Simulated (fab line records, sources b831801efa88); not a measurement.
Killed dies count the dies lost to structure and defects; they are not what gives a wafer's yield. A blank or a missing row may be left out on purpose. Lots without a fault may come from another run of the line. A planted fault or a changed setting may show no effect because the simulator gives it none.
Struck lot and sound lot, side by side / flow sky130 / 32 steps out of a route of 708
Sound: these wafers, L848.2, L848.4, L848.6. Struck: wafers L860.1, L860.3, L860.4. Last of all comes the cause.
For every step that has rows: the tool of each side, followed by ch and its chambers, followed by its first start. Under that, the readings that differ: sound wafers / struck wafers / difference of the means / sigmas: that difference in standard deviations of wafers without a fault.
alike: readings with means less than 2 such deviations apart, plus words and numbers identical on both sides. not compared: withheld readings, readings lacking a value on some wafer, bounds such as >300 that could conceal the same value, and numbers that have no deviation in the record and whose values overlap.
A row with sigmas, a row that says differs or no value, or rows on one side alone: a step with any of these is where the two part. Non-overlapping numbers with no deviation appear without sigmas and do not part them. A reading that every wafer of one side lacks parts them only if that side has two wafers or more.

SKY_PWDE_OVL_MEAS_07:
  sound on overlay-02 at day 5 02:37; struck on overlay-02 at day 7 19:57
  alike: PWDE_OVL
after that, 1 step had no rows for these wafers: SKY_PWDE_IMPLANT_08.
SKY_PWDE_STRIP_09: strips in O2/N2.
  sound on plasma-asher-03 ch 0,1, day 5 02:48; struck on plasma-asher-03 ch 0,1, day 7 20:08
  alike: drypump-motor-current-A, oes-product-au, strip-time-to-endpoint-s
  not compared: rf-hours-counter-h
SKY_PWDE_TW_MEAS_10:
  sound on film-metro-01 at day 5 02:55; struck on film-metro-03 at day 7 20:14
  alike: PWDE_TW
then, 7 steps without rows for these wafers: SKY_NWELL_DEHYDRATE_03 (time 60 s); SKY_NWELL_HMDS_04 (prime time 60 s); SKY_NWELL_COAT_05 (resist thk 3000 nm); SKY_NWELL_SOFTBAKE_06; SKY_NWELL_EXPOSE_07 (exposes mask NWM, target cd 840 nm); SKY_NWELL_PEB_08; SKY_NWELL_DEVELOP_09 (develop time 57.24 s).
SKY_NWELL_OVL_MEAS_10:
  sound on overlay-02 at day 6 03:25; struck on overlay-02 at day 8 16:16
  alike: NWELL_00_OVL
SKY_NWELL_IMPLANT_11:
  sound on implanter-02 ch 0, day 6 03:28; struck on implanter-03 ch 0, day 8 16:18
reading=beam-on-s (s); sound=10.26 9.97 9.71; struck=10.51 10.61 10.59; difference=+0.59; sigmas=+3
reading=dose-ions-cm2; sound=1.9012e+13 1.8982e+13 1.8959e+13; struck=2.5186e+13 2.5201e+13 2.5179e+13; difference=+6.2043e+12; sigmas=+99 or more
reading=faraday-current-uA; sound=105.0 107.1 109.5; struck=134.5 133.6 133.5; difference=+26.7; sigmas=+14
then, 2 steps without rows for these wafers: SKY_NWELL_IMPLANT_12; SKY_NWELL_IMPLANT_13.
SKY_NWELL_STRIP_14: strips in O2/N2.
  sound on plasma-asher-04 ch 0,1, day 6 03:53; struck on plasma-asher-02 ch 0,1, day 8 20:23
  alike: drypump-motor-current-A, oes-product-au, strip-time-to-endpoint-s
  not compared: rf-hours-counter-h
SKY_NWELL_TW_MEAS_15:
  sound on film-metro-03 at day 6 04:00; struck on film-metro-01 at day 8 20:29
reading=NWELL_TW; sound=1822 1809 1827; struck=1984 1973 1981; difference=+160; sigmas=+19
then, 7 steps without rows for these wafers: SKY_NWELL_DEHYDRATE_16 (time 60 s); SKY_NWELL_HMDS_17 (prime time 60 s); SKY_NWELL_COAT_18 (resist thk 3000 nm); SKY_NWELL_SOFTBAKE_19; SKY_NWELL_EXPOSE_20 (exposes mask NWM COMPLEMENT, target cd 840 nm); SKY_NWELL_PEB_21; SKY_NWELL_DEVELOP_22 (develop time 60 s).
SKY_NWELL_OVL_MEAS_23:
  sound on overlay-02 at day 6 23:07; struck on overlay-02 at day 9 17:37
  alike: NWELL_01_OVL
after that, 1 step had no rows for these wafers: SKY_NWELL_IMPLANT_24.
SKY_NWELL_STRIP_25: strips in O2/N2.
  sound on plasma-asher-04 ch 0,1, day 6 23:17; struck on plasma-asher-02 ch 0,1, day 9 17:48
  alike: drypump-motor-current-A, oes-product-au, strip-time-to-endpoint-s
  not compared: rf-hours-counter-h
SKY_NWELL_TW_MEAS_26:
  sound on film-metro-03 at day 6 23:24; struck on film-metro-01 at day 9 17:54
  alike: NWELL_2_TW
then, 1 step without rows for these wafers: SKY_NWELL_CLEAN_27 (cleans in SC1/SC2, time 150 s).
SKY_NWELL_RTA_28: time 30 s.
  sound on rtp-anneal-02 ch 0, day 6 23:31; struck on rtp-anneal-02 ch 0, day 9 18:01
reading=anneal-temp-c-max; sound=1054.2 1057.0 1055.8; struck=1053.4 1054.3 1053.0; difference=-2.1; sigmas=-2
  alike: lamp-power-pct, wafer_temp_C_max
SKY_NWELL_RS_MEAS_29: a four-point-probe measurement.
  sound on film-metro-01 at day 6 23:37; struck on film-metro-01 at day 9 18:07
reading=NWELL_RS (ohm/sq); sound=627.6 627.8 626.5; struck=538.4 536.5 538.5; difference=-89.5; sigmas=-64
-- the record jumps here: 40 days lie between the struck wafers' starts before and after (it left off in module NWELL and takes up again in module PAD_OPEN, whose first step shown is number 708 of the route) --
SKY_PAD_OPEN_PROBE_99:
  sound on prober-02 at day 47 14:50; struck on prober-02 at day 49 23:17
reading=model.etest.nfet_16v.r-on-ohm-um; sound=1.418e+04 1.409e+04 1.426e+04; struck=1.313e+04 1.298e+04 1.28e+04; difference=-1.207e+03; sigmas=
reading=model.etest.res-nwell.line-ohm-um; sound=1140 1114 1143; struck=925.5 925.4 880.4; difference=-221.9; sigmas=
reading=model.etest.res-nwell.rs-ohm-sq; sound=946.8 926.3 953.8; struck=803.3 781.9 755.8; difference=-162.0; sigmas=
reading=model.etest.tip_p_5v.rs-ohm-sq; sound=2862 2851 2854; struck=2920 2914 2918; difference=+62; sigmas=
reading=model.etest.res-iso-pwell.width-nm (nm); sound=2660 2653 2640; struck=2633 2627 2627; difference=-22; sigmas=
reading=model.etest.res-nwell.width-nm (nm); sound=835.2 832.6 841.5; struck=861.7 851.8 852.7; difference=+19.0; sigmas=
reading=model.etest.pfet_16v.drive-ua-um; sound=244.9 245.4 240; struck=222.4 225.9 233.2; difference=-16.3; sigmas=
  alike: killed_at_M0_to_M3, killed_at_M4_up, killed-at-contacts, killed-at-front-end, killed-at-other, killed-dies, killed-open, killed-short
  not compared: model.etest.pfet_16v.r-on-ohm-um

WHERE THEY PART
Earliest at SKY_NWELL_IMPLANT_11; latest, in this record, at SKY_NWELL_RS_MEAS_29. Later steps at which nothing parts them and some readings are alike: SKY_PAD_OPEN_PROBE_99.

WHY: what had been put in by the simulator
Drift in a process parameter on implanter-03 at SKY_NWELL_IMPLANT_11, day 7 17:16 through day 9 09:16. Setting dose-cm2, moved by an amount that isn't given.
